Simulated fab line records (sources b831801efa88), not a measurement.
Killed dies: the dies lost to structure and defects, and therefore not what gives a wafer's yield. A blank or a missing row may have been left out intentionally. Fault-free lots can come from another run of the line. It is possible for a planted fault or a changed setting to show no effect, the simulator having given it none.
Comparing a struck lot with a sound one ; flow sky130 ; 43 steps out of a route of 708
Sound: the wafers L441.4, L441.5, L441.6. Struck: wafer L461.3 (L461.4, L461.5, from the same lot, were not struck and are left out); the cause is given at the end.
Order at every step that has rows: each side's tool, ch and its chambers, its first start. Under that, the readings that differ: sound wafers ; struck wafers ; difference of the means ; sigmas: that difference in standard deviations of wafers without a fault.
alike: readings whose means differ by less than 2 such deviations, and words and numbers that are the same on both sides. not compared: withheld readings, readings that some wafer has no value for, bounds like >300 that may hide the same value, and numbers for which the record gives no deviation and whose values overlap.
A row with sigmas, a row that says differs or no value, or rows on one side alone: a step with any of these is where the two part. Numbers that don't overlap but have no deviation are shown without sigmas and don't part them. A reading missing from all wafers of one side parts the sides only when that side holds two or more wafers.

first, 2 steps without rows for these wafers: SKY_METAL4_PEB_11; SKY_METAL4_DEVELOP_12 (develop time 62.52 s).
SKY_METAL4_CD_MEAS_13 targets a cd of 300 nm.
  sound on cd_sem-01 at day 41 20:20; struck on cd_sem-01 at day 47 03:34
  alike: cd_nm
SKY_METAL4_OVL_MEAS_14:
  sound on overlay-01 at day 41 20:25; struck on overlay-01 at day 47 03:39
  alike: METAL4_OVL
then, 4 steps without rows for these wafers: SKY_METAL4_DESCUM_15 (chemistry O2, time 8 s); SKY_METAL4_ETCH_16 (etches BARC in N2/H2, stops on SiO2, time 88.2 s, target depth 60 nm); SKY_METAL4_ETCH_17 (etches SiO2 in C4F8/O2/Ar, stops on TiN, time 3.9 s, target depth 15 nm); SKY_METAL4_METAL_ETCH_18 (etches the open film in Cl2/BCl3, stops on SiO2, target depth 845 nm, time 183.1 s).
SKY_METAL4_STRIP_19: strips in O2/N2.
  sound on plasma_asher-02 ch 0,1, day 41 20:47; struck on plasma_asher-04 ch 1, day 47 04:02
  alike: drypump_motor_current_A, oes_product_au, strip_time_to_endpoint_s
  not compared: rf_hours_counter_h
then, 3 steps without rows for these wafers: SKY_METAL4_STRIP_20 (strips in post etch residue remover, time 1200 s); SKY_METAL4_CLEAN_21 (cleans in IPA, time 180 s); SKY_METAL4_CLEAN_22 (cleans in O3/DIW).
SKY_VIA4_HDPCVD_00: deposits SiO2, target thk 1750 nm, time 291.7 s.
  sound on hdpcvd-01 ch 0,1,2, day 41 21:26; struck on hdpcvd-02 ch 1, day 47 04:37
  alike: sih4_flow_sccm
SKY_VIA4_THK_MEAS_01:
  sound on film_metro-03 at day 41 21:34; struck on film_metro-04 at day 47 04:49
  alike: VIA4_HDPCVD_THK
then, 1 step without rows for these wafers: SKY_VIA4_CMP_02 (polishes SiO2).
SKY_VIA4_BOW_MEAS_03:
  sound on film_metro-01 at day 41 21:57; struck on film_metro-04 at day 47 05:12
  alike: VIA4_BOW
then, 7 steps without rows for these wafers: SKY_VIA4_DEHYDRATE_04 (time 60 s); SKY_VIA4_HMDS_05 (prime time 60 s); SKY_VIA4_COAT_06 (resist thk 1140 nm); SKY_VIA4_SOFTBAKE_07 (time 60 s); SKY_VIA4_EXPOSE_08 (exposes mask VIM4, target cd 800 nm); SKY_VIA4_PEB_09; SKY_VIA4_DEVELOP_10 (develop time 60 s).
SKY_VIA4_OVL_MEAS_11:
  sound on overlay-01 at day 42 21:20; struck on overlay-01 at day 48 00:59
reading;sound;struck;difference;sigmas
VIA4_OVL (nm);2.5 2.9 3.4;0.1;-2.8;-2
SKY_VIA4_ETCH_12: etches SiO2 in C4F8/O2/Ar, stops on TiN, target depth 580 nm.
  sound on rie_diel-04 ch 0,1, day 42 21:21; struck on rie_diel-02 ch 1, day 48 01:00
  alike: oes_product_au
then, 4 steps without rows for these wafers: SKY_VIA4_STRIP_13 (strips in O2/N2); SKY_VIA4_STRIP_14 (strips in post etch residue remover, time 1200 s); SKY_VIA4_CLEAN_15 (cleans in IPA, time 180 s); SKY_VIA4_CLEAN_16 (cleans in O3/DIW).
SKY_VIA4_SPUTTER_17: material TiN, target thk 20 nm, time 80 s.
  sound on pvd_sputter-01 at day 42 22:03; struck on pvd_sputter-04 at day 48 01:40
  alike: cathode_dc_power_W, throttle_valve_pct
SKY_VIA4_CVD_18: deposits W, target thk 505 nm, time 152.14 s.
  sound on cvd_w-01 ch 0,1, day 42 22:10; struck on cvd_w-02 ch 1, day 48 01:47
reading;sound;struck;difference;sigmas
heater_power_w (W);859 834 817;973;+136;+2
SKY_VIA4_RS_MEAS_19: the measuring method here is four-point-probe.
  sound on film_metro-03 at day 42 22:19; struck on film_metro-03 at day 48 01:55
  alike: VIA4_W_RS
SKY_VIA4_THK_MEAS_20: measures by xrf.
  sound on film_metro-03 at day 42 22:25; struck on film_metro-03 at day 48 02:01
  alike: VIA4_W_THK
then, 5 steps without rows for these wafers: SKY_VIA4_CMP_21 (polishes, stops on SiO2, t overpolish 25 s, target thk 0 nm); SKY_METAL5_SPUTTER_00 (material Ti, target thk 15 nm, time 10 s); SKY_METAL5_SPUTTER_01 (material TiN, target thk 20 nm, time 16.7 s); SKY_METAL5_SPUTTER_02 (material AlCu, target thk 1150 nm, time 61.2 s); SKY_METAL5_SPUTTER_03 (material Ti, target thk 5 nm, time 3.3 s).
SKY_METAL5_SPUTTER_04: material TiN, target thk 70 nm, time 58.3 s.
  sound on pvd_sputter-01 at day 42 22:53; struck on pvd_sputter-01 at day 48 02:29
  alike: cathode_dc_power_W, throttle_valve_pct
SKY_METAL5_RS_MEAS_05: the measuring method here is four-point-probe.
  sound on film_metro-01 at day 42 23:00; struck on film_metro-03 at day 48 02:34
  alike: METAL5_ALCU_RS
SKY_METAL5_THK_MEAS_06: measures by xrf.
  sound on film_metro-01 at day 42 23:05; struck on film_metro-03 at day 48 02:40
  alike: METAL5_ALCU_THK
then, 1 step without rows for these wafers: SKY_METAL5_DEHYDRATE_07 (time 60 s).
-- the record jumps here: 2 days lie between the struck wafers' starts before and after (it left off in module METAL5 and takes up again in module PAD_OPEN, whose first step shown is number 708 of the route) --
SKY_PAD_OPEN_PROBE_99:
  sound on prober-02 at day 45 21:35; struck on prober-01 at day 50 11:20
reading;sound;struck;difference;sigmas
defect_limited_yield (%);85.8 83.5 85.2;75.0;-9.8;-5
killed_at_M4_up;2 0 3;56;+54;+30
killed_dies;70 81 73;123;+48;+5
sort_bin_3_pad_short (%);0 1.6 0.2;2.6;+2.0;+5
sort_bin_5_function (%);9.3 8.7 8.3;15.7;+6.9;+5
sort_n_pass;422 411 419;369;-48;-5
sort_yield_pct (%);85.8 83.5 85.2;75.0;-9.8;-5
model.etest.tester.sort_n_pass;422 411 419;369;-48;
model.etest.tester.sort_yield_pct (%);85.77 83.54 85.16;75;-10;
model.etest.tester.sort_bin_5_pct (%);9.35 8.74 8.333;15.65;+6.84;
model.etest.tester.sort_bin_6_pct (%);4.878 6.098 6.301;6.707;+0.948;
model.etest.tester.sort_bin_3_pct (%);0 1.626 0.2033;2.642;+2.032;
  alike: killed_at_M0_to_M3, killed_at_contacts, killed_at_front_end, killed_at_other, killed_open, killed_short, sort_bin_6_memory

WHERE THEY PART
Last at SKY_PAD_OPEN_PROBE_99 as far as this record goes, first at SKY_VIA4_OVL_MEAS_11.

WHY: what had been put in by the simulator
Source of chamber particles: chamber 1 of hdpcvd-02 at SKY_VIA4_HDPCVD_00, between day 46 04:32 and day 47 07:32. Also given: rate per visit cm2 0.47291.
